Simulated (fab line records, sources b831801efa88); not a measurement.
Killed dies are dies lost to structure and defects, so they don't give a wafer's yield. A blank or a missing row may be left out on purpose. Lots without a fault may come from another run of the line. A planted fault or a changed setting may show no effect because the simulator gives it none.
fab line records | flow sky130
record lots=11 wafers=33 last_day=50
route steps=708 shown FIELD_ISO@1 PWDE@53 PAD_OPEN@708
lots that met no fault: from a run of the same line without faults
start_h: hours from the record's first day to the start of the lot's first wafer shown | wait_h: hours since the lot's step before | " the same as in the row above | L1.1+2: a row that stands for several wafers | - no value, or no start given | * or withheld: withheld | < > ~ a bound
route shown NAME@n: a module of which the file shows steps, and the number in the route of the first | usual: mean/standard deviation of fault-free wafers | same: alike in all rows | chamber/n: place in a boat | sites: the reading at each site | _std_site: their standard deviation | _edge_site: outer sites' mean less inner sites' | radius_mm: how far each site lies from the wafer's centre | mask NAME#n: copy n | behind: the tool/chamber that last shaped the wafer | hold: why the lot was held/for how many hours/how that ended | device: the transistor (n, p or np) that didn't switch | end of line: the same wafers' tests at the end of the route | a step without rows: its recipe alone | killed: dies lost to structure and defects at the first sort, not the wafer's yield | map: a wafer's dies, x killed, . not, _ none there
set.NAME: the setting as run; set.NAME@STEP: as run at that earlier step | model.NAME: the simulator's own value behind a step, which no gauge read
steps of the route over a sample of lots; a table a step, a row a wafer
services: from which hour (start_h, from the record's first day; less than 0 if before it) a tool's chamber was out of use, for how many hours, and why
## steps
# step SKY_FIELD_ISO_BOW_MEAS_00
# recipe mode=bow
# usual INCOMING_BOW=0/5.9
# columns lot.wafer tool chamber start_h wait_h INCOMING_BOW[um]
L642.1 film_metro-03 - 15.00 - -9
L642.3 " - " " -6
L642.6 " - " " 2
L645.1 film_metro-03 - 30.00 - 4
L645.2 " - " " 2
L645.5 " - " " 9
L648.1 film_metro-03 - 45.00 - -11
L648.2 " - " " -2
L648.6 " - " " -7
L649.1 film_metro-02 - 50.00 - 6
L649.3 " - " " 5
L649.6 " - " " 0
L652.1 film_metro-04 - 65.00 - 13
L652.4 " - " " -7
L652.5 " - " " 11
L654.1 film_metro-02 - 75.00 - -2
L654.3 " - " " 13
L654.4 " - " " 3
L655.3 film_metro-03 - 80.04 - 0
L655.4 " - " " 1
L655.6 " - " " 8
L656.3 film_metro-04 - 85.04 - 9
L656.4 " - " " -9
L656.6 " - " " -6
L660.1 film_metro-02 - 105.00 - 10
L660.3 " - " " -2
L660.5 " - " " 4
L663.1 film_metro-03 - 120.00 - 5
L663.2 " - " " 5
L663.4 " - " " 2
L664.1 film_metro-03 - 125.00 - -6
L664.4 " - " " 1
L664.5 " - " " 0
# step SKY_FIELD_ISO_THK_MEAS_02
# recipe reads=SiO2_of_FIELD_ISO_OXIDATION_01
# usual FIELD_ISO_OXIDATION_00_THK=11.91/0.27
# columns lot.wafer tool chamber start_h wait_h FIELD_ISO_OXIDATION_00_THK[nm]
L642.1 film_metro-03 - 17.21 0.0 12.21
L642.3 " - " " 12.44
L642.6 " - " " 12.25
L645.1 film_metro-02 - 31.63 0.0 11.96
L645.2 " - " " 11.94
L645.5 " - " " 12.11
L648.1 film_metro-04 - 46.63 0.0 12.17
L648.2 " - " " 12.14
L648.6 " - " " 12.18
L649.1 film_metro-02 - 52.70 0.0 11.58
L649.3 " - " " 11.69
L649.6 " - " " 11.57
L652.1 film_metro-02 - 66.63 0.0 11.96
L652.4 " - " " 12.03
L652.5 " - " " 11.86
L654.1 film_metro-04 - 77.00 0.0 11.59
L654.3 " - " " 11.72
L654.4 " - " " 11.56
L655.3 film_metro-04 - 83.99 0.0 11.54
L655.4 " - " " 11.72
L655.6 " - " " 11.57
L656.3 film_metro-04 - 86.84 0.0 11.48
L656.4 " - " " 11.54
L656.6 " - " " 11.61
L660.1 film_metro-04 - 106.63 0.0 11.92
L660.3 " - " " 12.19
L660.5 " - " " 12.05
L663.1 film_metro-04 - 122.60 0.0 12.08
L663.2 " - " " 12.01
L663.4 " - " " 11.94
L664.1 film_metro-04 - 126.63 0.0 11.83
L664.4 " - " " 11.88
L664.5 " - " " 11.89
# step SKY_PWDE_IMPLANT_08
# recipe species=B energy_kev=150 dose_cm2=3.6e+12 tilt_deg=withheld
# usual dose_ions_cm2=3.6e+12/3.9e+09 faraday_current_uA=20.3/0.37
# columns lot.wafer tool chamber start_h wait_h dose_ions_cm2 faraday_current_uA
L642.1 implanter-03 0 75.16 0.0 3.608e+12 20.3
L642.3 " 0 " " 3.6e+12 20.3
L642.6 " 0 " " 3.604e+12 20.6
L645.1 implanter-01 0 92.06 0.0 3.599e+12 20.3
L645.2 " 0 " " 3.603e+12 19.8
L645.5 " 0 " " 3.597e+12 20.5
L648.1 implanter-01 0 105.85 0.0 3.595e+12 20.6
L648.2 " 0 " " 3.597e+12 20.6
L648.6 " 0 " " 3.606e+12 20.5
L649.1 implanter-03 0 119.00 0.0 3.599e+12 20.6
L649.3 " 0 " " 3.604e+12 20.4
L649.6 " 0 " " 3.6e+12 20.4
L652.1 implanter-01 0 135.05 0.0 3.594e+12 20.0
L652.4 " 0 " " 3.603e+12 20.2
L652.5 " 0 " " 3.599e+12 19.9
L654.1 implanter-04 0 142.55 0.0 3.599e+12 20.3
L654.3 " 0 " " 3.598e+12 19.9
L654.4 " 0 " " 3.594e+12 19.7
L655.3 implanter-01 0 147.40 0.1 3.595e+12 20.5
L655.4 " 0 " " 3.599e+12 19.8
L655.6 " 0 " " 3.598e+12 19.9
L656.3 implanter-01 0 151.83 0.1 3.605e+12 19.9
L656.4 " 0 " " 3.601e+12 20.2
L656.6 " 0 " " 3.6e+12 20.2
L660.1 implanter-01 0 175.85 0.0 4.431e+12 25.8
L660.3 " 0 " " 4.427e+12 26.1
L660.5 " 0 " " 4.437e+12 24.2
L663.1 implanter-01 0 192.10 0.0 4.433e+12 25.2
L663.2 " 0 " " 4.434e+12 25.2
L663.4 " 0 " " 4.425e+12 24.8
L664.1 implanter-03 0 197.10 0.0 3.593e+12 20.2
L664.4 " 0 " " 3.6e+12 21.2
L664.5 " 0 " " 3.596e+12 20.4
# step SKY_PWDE_STRIP_09
# recipe chemistry=O2/N2 power_w=1400 pressure_mtorr=1500 platen_temp_c=withheld o2_flow_sccm=3000 n2_flow_sccm=300 overash_fraction=0.5
# usual drypump_motor_current_A=5.8/0.37 n2_flow_sccm=300.0/0.89 oes_product_au=0.722/0.0047 strip_time_to_endpoint_s=36.95/0.083
# columns lot.wafer tool chamber start_h wait_h drypump_motor_current_A n2_flow_sccm oes_product_au rf_hours_counter_h strip_time_to_endpoint_s
L642.1 plasma_asher-03 1 75.31 0.1 6.1 299.3 0.719 42 36.87
L642.3 " 0 " " 5.7 301.3 0.728 - 36.96
L642.6 " 1 " " 6.1 300.2 0.723 - 37.04
L645.1 plasma_asher-01 0 92.21 0.1 6.3 300.2 0.720 28 36.98
L645.2 " 1 " " 5.7 298.0 0.726 28 37.00
L645.5 " 0 " " 6.3 299.6 0.728 - 36.86
L648.1 plasma_asher-01 1 106.00 0.1 5.6 299.1 0.721 29 36.94
L648.2 " 0 " " 6.3 301.1 0.719 29 37.07
L648.6 " 1 " " 5.7 299.1 0.724 - 37.04
L649.1 plasma_asher-03 1 119.15 0.1 6.1 299.3 0.722 47 36.90
L649.3 " 0 " " 5.7 297.9 0.722 - 36.90
L649.6 " 1 " " 6.1 299.2 0.727 - 36.80
L652.1 plasma_asher-01 1 135.20 0.1 5.6 300.1 0.726 33 37.02
L652.4 " 1 " " 5.6 300.1 0.724 - 37.03
L652.5 " 0 " " 6.3 299.6 0.716 - 36.98
L654.1 plasma_asher-03 1 142.70 0.1 6.1 299.8 0.723 49 36.95
L654.3 " 0 " " 5.6 298.9 0.724 - 36.96
L654.4 " 1 " " 6.1 300.7 0.722 - 36.95
L655.3 plasma_asher-03 1 147.53 0.1 6.1 301.2 0.719 - 36.90
L655.4 " 0 " " 5.7 298.4 0.729 - 36.96
L655.6 " 1 " " 6.1 301.2 0.726 - 36.94
L656.3 plasma_asher-03 1 151.97 0.1 6.1 300.5 0.728 - 36.95
L656.4 " 0 " " 5.7 300.0 0.716 - 36.86
L656.6 " 0 " " 5.6 299.2 0.719 - 36.94
L660.1 plasma_asher-03 1 176.00 0.1 6.2 299.6 0.720 52 36.88
L660.3 " 1 " " 6.2 299.0 0.721 - 36.87
L660.5 " 0 " " 5.7 300.7 0.713 - 36.90
L663.1 plasma_asher-03 1 192.25 0.1 6.2 300.8 0.722 54 36.95
L663.2 " 0 " " 5.6 300.1 0.727 54 36.87
L663.4 " 1 " " 6.2 299.5 0.730 - 36.91
L664.1 plasma_asher-02 0 197.25 0.1 4.8 299.9 0.732 7 37.04
L664.4 " 0 " " 4.8 301.1 0.722 - 37.05
L664.5 " 0 " " 4.8 300.2 0.730 - 37.04
# step SKY_PWDE_TW_MEAS_10
# usual PWDE_TW=375/3.7
# columns lot.wafer tool chamber start_h wait_h hold PWDE_TW
L642.1 film_metro-02 - 75.41 0.1 - 378
L642.3 " - " " - 376
L642.6 " - " " - 378
L645.1 film_metro-02 - 92.31 0.1 - 378
L645.2 " - " " - 378
L645.5 " - " " - 377
L648.1 film_metro-04 - 106.10 0.1 - 374
L648.2 " - " " - 375
L648.6 " - " " - 375
L649.1 film_metro-01 - 119.25 0.1 - 370
L649.3 " - " " - 370
L649.6 " - " " - 369
L652.1 film_metro-01 - 135.30 0.1 - 370
L652.4 " - " " - 368
L652.5 " - " " - 369
L654.1 film_metro-02 - 142.80 0.1 - 379
L654.3 " - " " - 379
L654.4 " - " " - 380
L655.3 film_metro-02 - 147.62 0.1 - 379
L655.4 " - " " - 379
L655.6 " - " " - 380
L656.3 film_metro-01 - 152.05 0.1 - 370
L656.4 " - " " - 369
L656.6 " - " " - 369
L660.1 film_metro-04 - 176.10 0.1 await_dispo/0.2h/release 401
L660.3 " - " " await_dispo/0.2h/release 401
L660.5 " - " " await_dispo/0.2h/release 400
L660.1 film_metro-04 - 176.32 0.2 - 401
L660.3 " - " " - 402
L660.5 " - " " - 401
L663.1 film_metro-01 - 192.35 0.1 await_dispo/0.2h/release 392
L663.2 " - " " await_dispo/0.2h/release 393
L663.4 " - " " await_dispo/0.2h/release 390
L663.1 film_metro-01 - 192.57 0.2 - 392
L663.2 " - " " - 390
L663.4 " - " " - 392
L664.1 film_metro-02 - 197.35 0.1 - 376
L664.4 " - " " - 376
L664.5 " - " " - 378
# step SKY_NWELL_RS_MEAS_31
# recipe thk_meas_gauge=four-point-probe
# usual PWDE_RS=5281/21
# columns lot.wafer tool chamber start_h wait_h hold PWDE_RS[ohm/sq]
L642.1 film_metro-04 - 110.91 0.1 - 5273
L642.3 " - " " - 5292
L642.6 " - " " - 5250
L645.1 film_metro-01 - 130.32 0.1 - 5270
L645.2 " - " " - 5259
L645.5 " - " " - 5280
L648.1 film_metro-01 - 144.40 0.1 - 5282
L648.2 " - " " - 5268
L648.6 " - " " - 5292
L649.1 film_metro-02 - 158.43 0.1 - 5258
L649.3 " - " " - 5261
L649.6 " - " " - 5252
L652.1 film_metro-01 - 176.28 0.1 - 5264
L652.4 " - " " - 5303
L652.5 " - " " - 5291
L654.1 film_metro-04 - 183.45 0.1 - 5292
L654.3 " - " " - 5284
L654.4 " - " " - 5296
L655.3 film_metro-01 - 188.99 0.1 - 5257
L655.4 " - " " - 5266
L655.6 " - " " - 5260
L656.3 film_metro-04 - 193.47 0.1 - 5301
L656.4 " - " " - 5293
L656.6 " - " " - 5317
L660.1 film_metro-04 - 230.46 0.1 await_dispo/0.2h/release 4488
L660.3 " - " " await_dispo/0.2h/release 4501
L660.5 " - " " await_dispo/0.2h/release 4506
L660.1 film_metro-04 - 230.75 0.3 - 4496
L660.3 " - " " - 4517
L660.5 " - " " - 4505
L663.1 film_metro-01 - 237.85 0.1 await_dispo/0.2h/release 4487
L663.2 " - " " await_dispo/0.2h/release 4474
L663.4 " - " " await_dispo/0.2h/release 4502
L663.1 film_metro-01 - 238.13 0.3 - 4491
L663.2 " - " " - 4477
L663.4 " - " " - 4504
L664.1 film_metro-04 - 242.53 0.1 - 5286
L664.4 " - " " - 5301
L664.5 " - " " - 5303
# step SKY_PAD_OPEN_PROBE_99
# usual killed_at_M0_to_M3=43/7.2 killed_at_M4_up=3.2/1.8 killed_at_contacts=23/5.6 killed_at_front_end=15/4.6 killed_at_other=0.3/0.71 killed_dies=85/10 killed_open=46/7.8 killed_short=38/6.5
# same gross_dies=492 killed_at_back_side=0
# columns lot.wafer tool chamber start_h wait_h killed_at_M0_to_M3 killed_at_M4_up killed_at_contacts killed_at_front_end killed_at_other killed_dies killed_open killed_short
L649.1 prober-02 - 1132.23 0.1 40 3 20 16 0 79 42 37
L649.3 prober-02 - 1132.33 0.2 39 4 21 15 1 80 44 36
L649.6 prober-02 - 1132.48 0.2 44 3 26 13 0 86 46 40
L654.1 prober-02 - 1153.44 0.1 37 2 22 11 0 72 42 30
L654.3 prober-02 - 1153.54 0.2 48 2 18 16 0 84 53 31
L654.4 prober-02 - 1153.59 0.2 38 1 37 8 0 84 59 25
L656.3 prober-02 - 1160.25 0.2 40 1 22 17 0 80 44 36
L656.4 prober-02 - 1160.30 0.2 46 3 25 17 0 91 51 40
L656.6 prober-02 - 1160.40 0.2 35 1 22 20 0 78 40 38
L663.1 prober-01 - 1194.18 0.1 32 1 15 13 0 61 32 29
# killed by level:class
L649.1 CONTACT:geometric_particle:open=7 METAL1:geometric_particle:short=6 VIA1:geometric_particle:open=6 VIA2:geometric_particle:open=6 SPACER:geometric_particle:open=5 LI_CONTACT:geometric_particle:open=5 VIA1:geometric_particle:short=5 VIA3:geometric_particle:short=4
L649.3 VIA2:geometric_particle:open=6 LI_CONTACT:geometric_particle:open=6 CONTACT:geometric_particle:short=6 VIA1:geometric_particle:open=6 METAL1:geometric_particle:open=5 VIA1:geometric_particle:short=5 VIA3:geometric_particle:short=4 VIA3:geometric_particle:open=4
L649.6 VIA1:geometric_particle:open=11 LOCAL_INTERCONNECT:geometric_particle:short=9 VIA2:geometric_particle:open=8 CONTACT:geometric_particle:open=8 VIA1:geometric_particle:short=6 METAL2:geometric_particle:short=6 VIA2:geometric_particle:short=5 CONTACT:geometric_particle:short=5
L654.1 VIA1:geometric_particle:open=11 LI_CONTACT:geometric_particle:open=8 VIA2:geometric_particle:open=7 CONTACT:geometric_particle:short=5 VIA3:geometric_particle:open=5 FIELD_ISO:geometric_particle:short=4 CONTACT:geometric_particle:open=4 FIELD_ISO:geometric_particle:open=2
L654.3 VIA2:geometric_particle:open=12 VIA1:geometric_particle:open=10 LI_CONTACT:geometric_particle:open=6 LOCAL_INTERCONNECT:geometric_particle:short=6 METAL2:geometric_particle:short=5 CONTACT:geometric_particle:open=4 VIA3:geometric_particle:open=4 FIELD_ISO:geometric_particle:open=3
L654.4 CONTACT:geometric_particle:open=17 LI_CONTACT:geometric_particle:open=10 VIA2:geometric_particle:open=10 VIA3:geometric_particle:open=8 VIA1:geometric_particle:open=6 LOCAL_INTERCONNECT:geometric_particle:short=5 CONTACT:geometric_particle:short=5 VIA3:geometric_particle:short=5
L656.3 VIA1:geometric_particle:open=11 CONTACT:geometric_particle:open=9 VIA3:geometric_particle:open=7 METAL1:geometric_particle:short=7 POLY_GATE:geometric_particle:open=6 LI_CONTACT:geometric_particle:open=5 CONTACT:geometric_particle:short=5 METAL2:geometric_particle:short=5
L656.4 LI_CONTACT:geometric_particle:open=11 CONTACT:geometric_particle:open=8 VIA1:geometric_particle:open=7 METAL2:geometric_particle:short=6 POLY_GATE:geometric_particle:open=5 METAL1:geometric_particle:short=5 VIA1:geometric_particle:short=5 VIA2:geometric_particle:open=5
L656.6 VIA1:geometric_particle:open=7 VIA3:geometric_particle:open=7 LI_CONTACT:geometric_particle:open=6 FIELD_ISO:geometric_particle:open=5 FIELD_ISO:geometric_particle:short=5 LI_CONTACT:geometric_particle:short=5 CONTACT:geometric_particle:open=5 METAL2:geometric_particle:short=4
L663.1 VIA1:geometric_particle:open=8 LI_CONTACT:geometric_particle:open=7 METAL1:geometric_particle:short=5 CONTACT:geometric_particle:open=4 VIA1:geometric_particle:short=4 FIELD_ISO:geometric_particle:short=3 FIELD_ISO:geometric_particle:open=3 POLY_GATE:geometric_particle:short=3
## services
# columns tool chamber start_h hours kind
implanter-03 - 51.29 1.5 repair
plasma_asher-03 - 64.59 2.8 pm
plasma_asher-02 - 68.85 7.8 repair
implanter-04 - 81.97 2.4 repair
plasma_asher-02 - 84.48 15.6 pm
implanter-01 - 96.85 1.1 repair
implanter-01 - 101.16 4.4 repair
plasma_asher-02 - 104.50 8.7 repair
plasma_asher-03 - 105.57 2.0 repair
implanter-04 - 105.75 4.8 repair
implanter-03 - 106.38 2.8 repair
implanter-01 - 110.71 13.9 repair
plasma_asher-02 - 113.24 9.0 pm
plasma_asher-02 0 113.24 9.0 vent_cycle
plasma_asher-02 1 113.24 9.0 vent_cycle
plasma_asher-02 0 122.24 - clean
plasma_asher-02 1 122.24 - clean
implanter-04 - 163.56 3.8 repair
implanter-01 - 163.62 3.2 pm
implanter-01 - 167.93 1.8 repair
## key
first_sign step=SKY_PWDE_IMPLANT_08 reading=dose_ions_cm2 direction=up sigmas=99+ usual=* struck=*
effect step=SKY_PWDE_IMPLANT_08 reading=faraday_current_uA direction=up sigmas=13 usual=20.3 struck=25.2
effect step=SKY_PWDE_TW_MEAS_10 reading=visit direction=added
effect step=SKY_PWDE_TW_MEAS_10 reading=PWDE_TW direction=up sigmas=5.7 usual=375 struck=396
effect step=SKY_NWELL_RS_MEAS_31 reading=PWDE_RS direction=down sigmas=38 usual=5281 struck=4493
met_at SKY_PWDE_IMPLANT_08
struck_lots L660,L663
rows_end L663.2,L663.4
tester_left_out L660,L663
not_acting_at SKY_FIELD_ISO_BOW_MEAS_00,SKY_FIELD_ISO_THK_MEAS_02,SKY_PWDE_STRIP_09
onset_between 151.83 175.85
fault kind=process_parameter_drift tool=implanter-01 chamber=- onset_h=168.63 steps=SKY_PWDE_IMPLANT_08 channel=dose_cm2 offset=* shape=step end_h=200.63 acts_in=* stated=*
# tester_left_out: of these lots the tester's yield and bins aren't shown, on N5 and GAA mostly nor the transistor test; their killed dies are dies lost to structure and defects alone, not to doping, threshold or leakage, so they don't give the yield
# rows_end: these wafers met a further fault down the route, and their rows from its step on are left out
